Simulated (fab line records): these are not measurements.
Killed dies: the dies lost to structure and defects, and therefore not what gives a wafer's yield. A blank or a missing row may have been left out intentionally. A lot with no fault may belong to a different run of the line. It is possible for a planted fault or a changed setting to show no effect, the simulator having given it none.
fab line records ; flow gf180mcu
[record] lots = 14; wafers = 41; last-day = 34
route steps=602 shown CONTACT@290
lots with no fault: from the same line, run without faults
start-h: start of the lot's first displayed wafer, in hours after the record's first day ; wait-h: hours since the lot's step before ; " same as the row above ; L1.1+2: a row that stands for several wafers ; - no value, or no start was given ; * or withheld: withheld ; < > ~ a bound
route shown NAME@n: a module of which the file shows steps, and the number in the route of the first ; usual: mean/standard deviation of fault-free wafers ; same: alike in all rows ; chamber/n: place in a boat ; sites: the reading at each site ; _std_site: the standard deviation of these ; _edge_site: inner sites' mean taken away from outer sites' mean ; radius-mm: how far each site lies from the wafer's centre ; mask NAME#n: copy n ; behind: the most recent tool/chamber to have shaped the wafer ; hold: why the lot was held/for how many hours/how that ended ; device: whichever transistor did not switch (one of n, p or np) ; end of line: the route-end tests of the same wafers ; a step without rows: its recipe alone ; killed: at the first sort, the dies lost to defects and structure; wafer yield is something else ; map: a wafer's dies, x killed, . not, _ none there
set.NAME: setting as actually run; set.NAME@STEP: the setting as run at that earlier step ; model.NAME: the simulator's own value behind a step, which no gauge read
one table for each step of the route and one row for each wafer, over a sample of lots
services: when a tool's chamber went out of use (start-h, in hours from the record's first day, below 0 if earlier), for how many hours, and the reason
[[steps]]
[step GF_CONTACT_THK_MEAS_03]
[recipe] reads = SiO2_of_CONTACT_CVD_02
[usual] CONTACT_CVD_02_THK = 859/13
lot.wafer;tool;chamber;start-h;wait-h;CONTACT_CVD_02_THK[nm]
L169.1;film-metro-02;-;354.03;0.0;858
L169.3;film-metro-02;-;354.03;0.0;867
L169.6;film-metro-02;-;354.03;0.0;874
L170.2;film-metro-03;-;354.45;0.0;851
L170.3;film-metro-03;-;354.45;0.0;844
L170.5;film-metro-03;-;354.45;0.0;858
L173.3;film-metro-01;-;361.66;0.1;847
L173.4;film-metro-01;-;361.66;0.1;859
L173.6;film-metro-01;-;361.66;0.1;859
L175.1;film-metro-03;-;381.55;0.0;869
L175.3;film-metro-03;-;381.55;0.0;877
L175.4;film-metro-03;-;381.55;0.0;892
L176.1;film-metro-02;-;385.06;0.0;842
L176.5;film-metro-02;-;385.06;0.0;855
L181.1;film-metro-03;-;433.07;0.0;866
L181.3;film-metro-03;-;433.07;0.0;848
L181.5;film-metro-03;-;433.07;0.0;875
L182.3;film-metro-01;-;437.20;0.1;855
L182.5;film-metro-01;-;437.20;0.1;869
L182.6;film-metro-01;-;437.20;0.1;847
L183.2;film-metro-02;-;458.35;0.0;864
L183.3;film-metro-02;-;458.35;0.0;842
L183.4;film-metro-02;-;458.35;0.0;860
L184.1;film-metro-03;-;461.98;0.0;844
L184.4;film-metro-03;-;461.98;0.0;849
L184.5;film-metro-03;-;461.98;0.0;843
L186.1;film-metro-01;-;481.53;0.0;849
L186.2;film-metro-01;-;481.53;0.0;861
L186.4;film-metro-01;-;481.53;0.0;883
L187.1;film-metro-03;-;486.23;0.0;853
L187.3;film-metro-03;-;486.23;0.0;871
L187.6;film-metro-03;-;486.23;0.0;871
L188.1;film-metro-01;-;498.33;0.1;837
L188.5;film-metro-01;-;498.33;0.1;841
L188.6;film-metro-01;-;498.33;0.1;856
L189.2;film-metro-02;-;504.63;0.0;856
L189.3;film-metro-02;-;504.63;0.0;865
L189.4;film-metro-02;-;504.63;0.0;853
L190.3;film-metro-01;-;514.44;0.1;870
L190.4;film-metro-01;-;514.44;0.1;874
L190.5;film-metro-01;-;514.44;0.1;879
[step GF_CONTACT_BOW_MEAS_05]
[recipe] mode = bow
[usual] CONTACT_BOW = 65/7.2
lot.wafer;tool;chamber;start-h;wait-h;CONTACT_BOW[um]
L169.1;film-metro-02;-;354.39;0.1;64
L169.3;film-metro-02;-;354.39;0.1;53
L169.6;film-metro-02;-;354.39;0.1;73
L170.2;film-metro-02;-;354.82;0.2;71
L170.3;film-metro-02;-;354.82;0.2;74
L170.5;film-metro-02;-;354.82;0.2;50
L173.3;film-metro-02;-;362.04;0.2;65
L173.4;film-metro-02;-;362.04;0.2;66
L173.6;film-metro-02;-;362.04;0.2;66
L175.1;film-metro-02;-;381.91;0.2;75
L175.3;film-metro-02;-;381.91;0.2;72
L175.4;film-metro-02;-;381.91;0.2;72
L176.1;film-metro-02;-;385.42;0.2;62
L176.5;film-metro-02;-;385.42;0.2;61
L181.1;film-metro-03;-;433.43;0.1;53
L181.3;film-metro-03;-;433.43;0.1;63
L181.5;film-metro-03;-;433.43;0.1;59
L182.3;film-metro-03;-;437.58;0.3;66
L182.5;film-metro-03;-;437.58;0.3;61
L182.6;film-metro-03;-;437.58;0.3;73
L183.2;film-metro-03;-;458.72;0.3;73
L183.3;film-metro-03;-;458.72;0.3;72
L183.4;film-metro-03;-;458.72;0.3;60
L184.1;film-metro-03;-;462.34;0.2;60
L184.4;film-metro-03;-;462.34;0.2;57
L184.5;film-metro-03;-;462.34;0.2;61
L186.1;film-metro-01;-;481.89;0.2;68
L186.2;film-metro-01;-;481.89;0.2;69
L186.4;film-metro-01;-;481.89;0.2;63
L187.1;film-metro-03;-;486.59;0.2;73
L187.3;film-metro-03;-;486.59;0.2;53
L187.6;film-metro-03;-;486.59;0.2;56
L188.1;film-metro-02;-;498.70;0.2;79
L188.5;film-metro-02;-;498.70;0.2;66
L188.6;film-metro-02;-;498.70;0.2;68
L189.2;film-metro-03;-;505.00;0.3;64
L189.3;film-metro-03;-;505.00;0.3;66
L189.4;film-metro-03;-;505.00;0.3;71
L190.3;film-metro-02;-;514.82;0.3;73
L190.4;film-metro-02;-;514.82;0.3;61
L190.5;film-metro-02;-;514.82;0.3;63
[step GF_CONTACT_OVL_MEAS_15]
[usual] CONTACT_OVL = 2/6.2
lot.wafer;tool;chamber;start-h;wait-h;CONTACT_OVL[nm]
L169.1;overlay-01;-;378.10;0.1;6
L169.3;overlay-01;-;378.10;0.1;10
L169.6;overlay-01;-;378.10;0.1;8
L170.2;overlay-02;-;378.21;0.1;8
L170.3;overlay-02;-;378.21;0.1;11
L170.5;overlay-02;-;378.21;0.1;14
L173.3;overlay-01;-;385.31;0.1;1
L173.4;overlay-01;-;385.31;0.1;0
L173.6;overlay-01;-;385.31;0.1;-3
L175.1;overlay-02;-;406.60;0.1;-1
L175.3;overlay-02;-;406.60;0.1;1
L175.4;overlay-02;-;406.60;0.1;10
L176.1;overlay-02;-;410.10;0.1;4
L176.5;overlay-02;-;410.10;0.1;4
L181.1;overlay-02;-;458.70;0.1;-8
L181.3;overlay-02;-;458.70;0.1;-8
L181.5;overlay-02;-;458.70;0.1;-6
L182.3;overlay-02;-;462.26;0.1;0
L182.5;overlay-02;-;462.26;0.1;-1
L182.6;overlay-02;-;462.26;0.1;8
L183.2;overlay-01;-;481.80;0.1;-6
L183.3;overlay-01;-;481.80;0.1;1
L183.4;overlay-01;-;481.80;0.1;-5
L184.1;overlay-01;-;485.15;0.1;4
L184.4;overlay-01;-;485.15;0.1;4
L184.5;overlay-01;-;485.15;0.1;-4
L186.1;overlay-02;-;504.43;0.1;5
L186.2;overlay-02;-;504.43;0.1;-1
L186.4;overlay-02;-;504.43;0.1;5
L187.1;overlay-01;-;508.85;0.1;-2
L187.3;overlay-01;-;508.85;0.1;1
L187.6;overlay-01;-;508.85;0.1;-8
L188.1;overlay-01;-;521.40;0.1;-7
L188.5;overlay-01;-;521.40;0.1;-9
L188.6;overlay-01;-;521.40;0.1;-2
L189.2;overlay-02;-;527.86;0.1;3
L189.3;overlay-02;-;527.86;0.1;-9
L189.4;overlay-02;-;527.86;0.1;0
L190.3;overlay-01;-;537.36;0.1;2
L190.4;overlay-01;-;537.36;0.1;6
L190.5;overlay-01;-;537.36;0.1;7
[step GF_CONTACT_CVD_24]
[recipe] material = W; target-thk-nm = 300; time-s = 90.339; temp-c = 400; pressure-torr = 40
[usual] heater-power-w = 899/88
lot.wafer;tool;chamber;start-h;wait-h;heater-power-w
L169.1;cvd-w-01;1;378.74;0.0;800
L169.3;cvd-w-01;1;378.74;0.0;830
L169.6;cvd-w-01;0;378.74;0.0;1016
L170.2;cvd-w-02;0;378.84;0.1;911
L170.3;cvd-w-02;0;378.84;0.1;904
L170.5;cvd-w-02;0;378.84;0.1;914
L173.3;cvd-w-02;0;385.97;0.1;944
L173.4;cvd-w-02;0;385.97;0.1;932
L173.6;cvd-w-02;0;385.97;0.1;905
L175.1;cvd-w-02;0;407.23;0.0;921
L175.3;cvd-w-02;1;407.23;0.0;812
L175.4;cvd-w-02;0;407.23;0.0;909
L176.1;cvd-w-02;1;410.71;0.0;798
L176.5;cvd-w-02;0;410.71;0.0;912
L181.1;cvd-w-01;1;459.30;0.0;807
L181.3;cvd-w-01;1;459.30;0.0;801
L181.5;cvd-w-01;0;459.30;0.0;1011
L182.3;cvd-w-02;1;462.88;0.1;807
L182.5;cvd-w-02;1;462.88;0.1;777
L182.6;cvd-w-02;0;462.88;0.1;892
L183.2;cvd-w-01;1;482.39;0.0;824
L183.3;cvd-w-01;0;482.39;0.0;1041
L183.4;cvd-w-01;1;482.39;0.0;822
L184.1;cvd-w-01;1;485.85;0.0;818
L184.4;cvd-w-01;1;485.85;0.0;823
L184.5;cvd-w-01;0;485.85;0.0;1050
L186.1;cvd-w-02;0;505.02;0.0;897
L186.2;cvd-w-02;1;505.02;0.0;788
L186.4;cvd-w-02;1;505.02;0.0;801
L187.1;cvd-w-02;0;509.45;0.0;891
L187.3;cvd-w-02;1;509.45;0.0;790
L187.6;cvd-w-02;1;509.45;0.0;801
L188.1;cvd-w-02;0;522.00;0.0;920
L188.5;cvd-w-02;1;522.00;0.0;801
L188.6;cvd-w-02;0;522.00;0.0;898
L189.2;cvd-w-02;0;528.45;0.0;881
L189.3;cvd-w-02;0;528.45;0.0;905
L189.4;cvd-w-02;1;528.45;0.0;782
L190.3;cvd-w-02;1;537.98;0.1;783
L190.4;cvd-w-02;0;537.98;0.1;910
L190.5;cvd-w-02;0;537.98;0.1;906
[step GF_CONTACT_RS_MEAS_25]
[recipe] thk-meas-gauge = four-point-probe; reads = W_of_CONTACT_CVD_24+TiN_of_CONTACT_SPUTTER_23+Ti_of_CONTACT_SPUTTER_22
[usual] CONTACT_W_RS = 0.378/0.0044
lot.wafer;tool;chamber;start-h;wait-h;CONTACT_W_RS[ohm/sq]
L169.1;film-metro-03;-;378.84;0.1;0.376
L169.3;film-metro-03;-;378.84;0.1;0.375
L169.6;film-metro-03;-;378.84;0.1;0.377
L170.2;film-metro-02;-;379.02;0.2;0.378
L170.3;film-metro-02;-;379.02;0.2;0.377
L170.5;film-metro-02;-;379.02;0.2;0.374
L173.3;film-metro-02;-;386.14;0.1;0.382
L173.4;film-metro-02;-;386.14;0.1;0.423
L173.6;film-metro-02;-;386.14;0.1;0.385
L175.1;film-metro-01;-;407.33;0.1;0.379
L175.3;film-metro-01;-;407.33;0.1;0.378
L175.4;film-metro-01;-;407.33;0.1;0.421
L176.1;film-metro-03;-;410.81;0.1;0.385
L176.5;film-metro-03;-;410.81;0.1;0.426
L181.1;film-metro-03;-;459.40;0.1;0.374
L181.3;film-metro-03;-;459.40;0.1;0.378
L181.5;film-metro-03;-;459.40;0.1;0.379
L182.3;film-metro-01;-;462.98;0.1;0.376
L182.5;film-metro-01;-;462.98;0.1;0.382
L182.6;film-metro-01;-;462.98;0.1;0.380
L183.2;film-metro-03;-;482.51;0.1;0.375
L183.3;film-metro-03;-;482.51;0.1;0.372
L183.4;film-metro-03;-;482.51;0.1;0.371
L184.1;film-metro-03;-;485.95;0.1;0.375
L184.4;film-metro-03;-;485.95;0.1;0.370
L184.5;film-metro-03;-;485.95;0.1;0.375
L186.1;film-metro-02;-;505.12;0.1;0.387
L186.2;film-metro-02;-;505.12;0.1;0.382
L186.4;film-metro-02;-;505.12;0.1;0.383
L187.1;film-metro-02;-;509.55;0.1;0.383
L187.3;film-metro-02;-;509.55;0.1;0.383
L187.6;film-metro-02;-;509.55;0.1;0.385
L188.1;film-metro-01;-;522.10;0.1;0.377
L188.5;film-metro-01;-;522.10;0.1;0.378
L188.6;film-metro-01;-;522.10;0.1;0.378
L189.2;film-metro-01;-;528.57;0.1;0.387
L189.3;film-metro-01;-;528.57;0.1;0.384
L189.4;film-metro-01;-;528.57;0.1;0.382
L190.3;film-metro-01;-;538.09;0.1;0.381
L190.4;film-metro-01;-;538.09;0.1;0.386
L190.5;film-metro-01;-;538.09;0.1;0.380
[step GF_CONTACT_THK_MEAS_26]
[recipe] thk-meas-gauge = xrf; reads = W_of_CONTACT_CVD_24
[usual] CONTACT_W_THK = 301/4.7
lot.wafer;tool;chamber;start-h;wait-h;CONTACT_W_THK[nm]
L169.1;film-metro-03;-;378.96;0.1;303
L169.3;film-metro-03;-;378.96;0.1;303
L169.6;film-metro-03;-;378.96;0.1;303
L170.2;film-metro-02;-;379.13;0.1;304
L170.3;film-metro-02;-;379.13;0.1;305
L170.5;film-metro-02;-;379.13;0.1;307
L173.3;film-metro-02;-;386.24;0.1;300
L173.4;film-metro-02;-;386.24;0.1;272
L173.6;film-metro-02;-;386.24;0.1;299
L175.1;film-metro-01;-;407.45;0.1;295
L175.3;film-metro-01;-;407.45;0.1;298
L175.4;film-metro-01;-;407.45;0.1;268
L176.1;film-metro-03;-;410.93;0.1;295
L176.5;film-metro-03;-;410.93;0.1;265
L181.1;film-metro-03;-;459.52;0.1;303
L181.3;film-metro-03;-;459.52;0.1;299
L181.5;film-metro-03;-;459.52;0.1;297
L182.3;film-metro-01;-;463.08;0.1;300
L182.5;film-metro-01;-;463.08;0.1;296
L182.6;film-metro-01;-;463.08;0.1;298
L183.2;film-metro-03;-;482.62;0.1;302
L183.3;film-metro-03;-;482.62;0.1;305
L183.4;film-metro-03;-;482.62;0.1;305
L184.1;film-metro-03;-;486.07;0.1;304
L184.4;film-metro-03;-;486.07;0.1;305
L184.5;film-metro-03;-;486.07;0.1;302
L186.1;film-metro-02;-;505.24;0.1;297
L186.2;film-metro-02;-;505.24;0.1;302
L186.4;film-metro-02;-;505.24;0.1;299
L187.1;film-metro-02;-;509.67;0.1;301
L187.3;film-metro-02;-;509.67;0.1;300
L187.6;film-metro-02;-;509.67;0.1;300
L188.1;film-metro-01;-;522.22;0.1;296
L188.5;film-metro-01;-;522.22;0.1;299
L188.6;film-metro-01;-;522.22;0.1;298
L189.2;film-metro-01;-;528.68;0.1;291
L189.3;film-metro-01;-;528.68;0.1;292
L189.4;film-metro-01;-;528.68;0.1;295
L190.3;film-metro-01;-;538.19;0.1;294
L190.4;film-metro-01;-;538.19;0.1;292
L190.5;film-metro-01;-;538.19;0.1;296
[[services]]
tool;chamber;start-h;hours;kind
cvd-w-01;1;384.75;20.7;repair
cvd-w-02;-;390.00;14.0;pm
cvd-w-02;0;390.00;14.0;vent-cycle
cvd-w-02;1;390.00;14.0;vent-cycle
cvd-w-02;0;404.00;-;clean
cvd-w-02;1;404.00;-;clean
cvd-w-02;-;425.98;2.8;pm
cvd-w-02;-;489.49;0.8;repair
cvd-w-02;-;492.40;0.7;repair
[[key]]
[first-sign] step = GF_CONTACT_RS_MEAS_25; reading = CONTACT_W_RS; direction = up; sigmas = 10; usual = 0.378; struck = 0.423
[effect] step = GF_CONTACT_THK_MEAS_26; reading = CONTACT_W_THK; direction = down; sigmas = 6.9; usual = 301; struck = 268
met-at GF_CONTACT_CVD_24
struck-lots L173,L175,L176
struck-wafers L173.4,L175.4,L176.5
tester-left-out L173,L175,L176
not-acting-at GF_CONTACT_THK_MEAS_03,GF_CONTACT_BOW_MEAS_05,GF_CONTACT_OVL_MEAS_15
onset-between 378.84 385.97
[fault] kind = process-parameter-drift; tool = cvd-w-02; chamber = -; onset-h = 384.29; steps = GF_CONTACT_CVD_24; channel = target-thk-nm; offset = -29.199; shape = step; end-h = 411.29; scope = struck-wafers-only; acts-in = these-recipes-only; stated = 300
// tester-left-out: of these lots the tester's yield and bins aren't shown, on N5 and GAA mostly nor the transistor test; their killed dies are dies lost to structure and defects alone, not to doping, threshold or leakage, so they don't give the yield
